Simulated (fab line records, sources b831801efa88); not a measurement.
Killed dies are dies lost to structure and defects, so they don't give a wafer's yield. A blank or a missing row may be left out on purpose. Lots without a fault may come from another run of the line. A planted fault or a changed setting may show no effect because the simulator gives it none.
Which tool did it? | flow gf180mcu | 11 lots, 32 wafers sampled, at 5 steps of a route of 602

WHAT THE GAUGES READ, wafer by wafer
GF_V4_BOW_MEAS_05. Usual: V4_BOW 136 um, standard deviation 8.3.
lot  | measured     | on            | V4_BOW (um) | flag
L550 | day 23 07:26 | film_metro-03 | 139 136 126 |
L551 | day 23 17:41 | film_metro-03 | 129 123 135 |
L553 | day 24 08:10 | film_metro-03 | 144 131 135 |
L554 | day 24 18:33 | film_metro-04 | 137 147 135 |
L556 | day 25 14:03 | film_metro-02 | 132 138 130 |
L559 | day 26 15:30 | film_metro-03 | 129 128 114 |
L560 | day 26 22:46 | film_metro-04 | 137 132 131 |
L562 | day 27 09:13 | film_metro-02 | 144 132 - - |
L570 | day 30 01:46 | film_metro-04 | 136 124 138 |
L572 | day 30 06:01 | film_metro-02 | 130 141 127 |
L573 | day 30 16:44 | film_metro-03 | 139 129 139 |

GF_V4_OVL_MEAS_15. Usual: V4_OVL -1 nm, standard deviation 6.9.
lot  | measured     | on         | V4_OVL (nm) | flag
L550 | day 24 05:32 | overlay-02 | 1 3 8       |
L551 | day 24 16:07 | overlay-02 | -1 4 -2     |
L553 | day 25 06:08 | overlay-02 | -10 -9 1    |
L554 | day 25 15:53 | overlay-01 | 8 10 5      |
L556 | day 26 11:25 | overlay-01 | -5 -7 -2    |
L559 | day 27 12:20 | overlay-01 | -1 -8 -7    |
L560 | day 27 19:10 | overlay-01 | -9 4 -3     |
L562 | day 28 05:29 | overlay-02 | 4 -4        |
L570 | day 30 19:59 | overlay-01 | -3 2 1      |
L572 | day 30 23:56 | overlay-02 | -3 -12 -5   |
L573 | day 31 10:23 | overlay-01 | 6 -4 -4     |

WHICH TOOL RAN EACH LOT (tool, then ch and the chambers of the sampled wafers, then the start)
lot  | GF_M4_SPUTTER_02             | GF_M4_METAL_ETCH_16               | GF_V4_CMP_04
L550 | pvd_sputter-03, day 22 05:55 | rie_metal-02 ch 0, day 23 04:46   | cmp-01 ch 0,1, day 23 07:07
L551 | pvd_sputter-01, day 22 16:42 | rie_metal-04 ch 0,1, day 23 16:28 | cmp-01 ch 0,1,3, day 23 17:27
L553 | pvd_sputter-01, day 23 08:27 | rie_metal-02 ch 0, day 24 06:46   | cmp-02 ch 0,1,3, day 24 07:58
L554 | pvd_sputter-03, day 23 19:32 | rie_metal-02 ch 0,1, day 24 17:19 | cmp-02 ch 1,2,3, day 24 18:18
L556 | pvd_sputter-04, day 24 14:52 | rie_metal-01 ch 0,1, day 25 12:49 | cmp-02 ch 0,1,2, day 25 13:51
L559 | pvd_sputter-04, day 25 17:09 | rie_metal-02 ch 0,1, day 26 14:16 | cmp-01 ch 1,3, day 26 15:12
L560 | pvd_sputter-03, day 26 00:20 | rie_metal-02 ch 0,1, day 26 21:29 | cmp-01 ch 1,2,3, day 26 22:26
L562 | pvd_sputter-01, day 26 11:16 | rie_metal-04 ch 0,1, day 27 07:58 | cmp-01 ch 2,3, day 27 08:55
L570 | pvd_sputter-03, day 29 05:08 | rie_metal-04 ch 0, day 30 00:28   | cmp-02 ch 0,2, day 30 01:27
L572 | pvd_sputter-01, day 29 10:23 | rie_metal-01 ch 0,1, day 30 04:46 | cmp-02 ch 1,3, day 30 05:46
L573 | pvd_sputter-03, day 29 20:59 | rie_metal-04 ch 1, day 30 15:28   | cmp-02 ch 1,2,3, day 30 16:28
- GF_M4_SPUTTER_02: material AlCu, target thk 450 nm, time 23.9 s.
- GF_M4_METAL_ETCH_16: etches the open film in Cl2/BCl3, stops on SiO2, target depth 750.8 nm, time 125.1 s.
- GF_V4_CMP_04: polishes SiO2.

WHAT THE TOOLS THEMSELVES READ (means of the sampled wafers that have a number; where no wafer has one, the mark that the record gives instead)
GF_M4_SPUTTER_02. Usual: cathode_dc_power_W 10600 W, standard deviation 1.8; throttle_valve_pct 29.9 %, standard deviation 0.97.
lot  | tool           | cathode_dc_power_W (W) | throttle_valve_pct (%) | flag
L550 | pvd_sputter-03 | 10600                  | 30.6                   |
L551 | pvd_sputter-01 | 10600                  | 29.1                   |
L553 | pvd_sputter-01 | 10600                  | 29.5                   |
L554 | pvd_sputter-03 | 10600                  | 30.1                   |
L556 | pvd_sputter-04 | 10599                  | 30.3                   |
L559 | pvd_sputter-04 | 10600                  | 29.8                   |
L560 | pvd_sputter-03 | 10599                  | 30.3                   |
L562 | pvd_sputter-01 | 10600                  | 29.2                   |
L570 | pvd_sputter-03 | 10601                  | 30.0                   |
L572 | pvd_sputter-01 | 10600                  | 30.0                   |
L573 | pvd_sputter-03 | 10599                  | 31.1                   |

GF_M4_METAL_ETCH_16. Usual: bcl3_flow_sccm 40.01 sccm, standard deviation 0.13; drypump_motor_current_A 5.63 A, standard deviation 0.25; oes_product_au 0.989 a.u., standard deviation 0.0062; throttle_valve_pct 28.230 %, standard deviation 0.01.
lot  | tool         | bcl3_flow_sccm (sccm) | drypump_motor_current_A (A) | oes_product_au (a.u.) | throttle_valve_pct (%) | flag
L550 | rie_metal-02 | 39.91                 | 5.87                        | 0.996                 | 28.232                 |
L551 | rie_metal-04 | 39.91                 | 5.38                        | 0.986                 | 28.229                 |
L553 | rie_metal-02 | 40.04                 | 5.87                        | 0.987                 | 28.235                 |
L554 | rie_metal-02 | 40.09                 | 5.89                        | 0.992                 | 28.229                 |
L556 | rie_metal-01 | 39.94                 | 5.54                        | 0.994                 | 28.225                 |
L559 | rie_metal-02 | 40.05                 | 5.91                        | 0.983                 | 28.234                 |
L560 | rie_metal-02 | 40.09                 | 5.88                        | 0.988                 | 28.234                 |
L562 | rie_metal-04 | 39.98                 | 5.35                        | 0.996                 | 28.224                 |
L570 | rie_metal-04 | 40.20                 | 5.46                        | 0.991                 | 28.230                 |
L572 | rie_metal-01 | 40.07                 | 5.55                        | 0.996                 | 28.229                 |
L573 | rie_metal-04 | 40.02                 | 5.22                        | 0.990                 | 28.230                 |

GF_V4_CMP_04. Usual: motor_current_A 11.7 A, standard deviation 1.4; slurry_filter_dp_kPa 13.49 kPa, standard deviation 0.13; slurry_flow_ml_min 149.9, standard deviation 0.43; time_to_endpoint_s 82 s, standard deviation 5.2.
lot  | tool   | motor_current_A (A) | slurry_filter_dp_kPa (kPa) | slurry_flow_ml_min | time_to_endpoint_s (s) | flag
L550 | cmp-01 | 11.4                | 13.36                      | 149.9              | 77                     |
L551 | cmp-01 | 12.5                | 13.51                      | 149.7              | 84                     |
L553 | cmp-02 | 10.5                | 13.37                      | 149.9              | 78                     |
L554 | cmp-02 | 10.5                | 13.49                      | 149.8              | 79                     |
L556 | cmp-02 | 10.9                | 13.33                      | 150.1              | 76                     |
L559 | cmp-01 | 13.5                | 13.51                      | 149.8              | 83                     |
L560 | cmp-01 | 13.0                | 13.54                      | 150.1              | 87                     |
L562 | cmp-01 | 13.6                | 13.36                      | 150.2              | 49                     | OFF
L570 | cmp-02 | 11.9                | 13.37                      | 150.1              | 83                     |
L572 | cmp-02 | 9.8                 | 13.50                      | 149.6              | 86                     |
L573 | cmp-02 | 10.3                | 13.43                      | 149.9              | 85                     |

THE ANSWER, worked out from the rows above alone
Rule: a lot is off if the mean of its wafers that have a number lies more than 3 standard deviations from the usual mean. A lot without any number at a reading at which 4 lots or more have one is off too. The other lots that the step has rows for count as sound. The gauges are gone through in route order, then the tools' own readings, and for those a lot's mean is taken as printed above. The first step at which some lot is off is used, and at that step the reading that is off furthest; a lot without a number counts as furthest.
Off: L562, at GF_V4_CMP_04 (time_to_endpoint_s).
A tool fits if, at that step or a process step before it, it ran every lot that is off, and no sound lot after the first of them. One fits: cmp-01 at GF_V4_CMP_04. Its last sound lot is L560 (day 26 22:26), its first lot that is off L562 (day 27 08:55): a fault that began between those two fits.
The tool's own readings at GF_V4_CMP_04 bear it out: on the lots that are off they differ by more than 5 times the standard deviation of the sound lots' means. time_to_endpoint_s reads 49 s there against 82 s on the sound lots.

WHAT THE SIMULATOR HAD PUT IN
Process parameter drift: cmp-01, from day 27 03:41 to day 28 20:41, at GF_V4_CMP_04. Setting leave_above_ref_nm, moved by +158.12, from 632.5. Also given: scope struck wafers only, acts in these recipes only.
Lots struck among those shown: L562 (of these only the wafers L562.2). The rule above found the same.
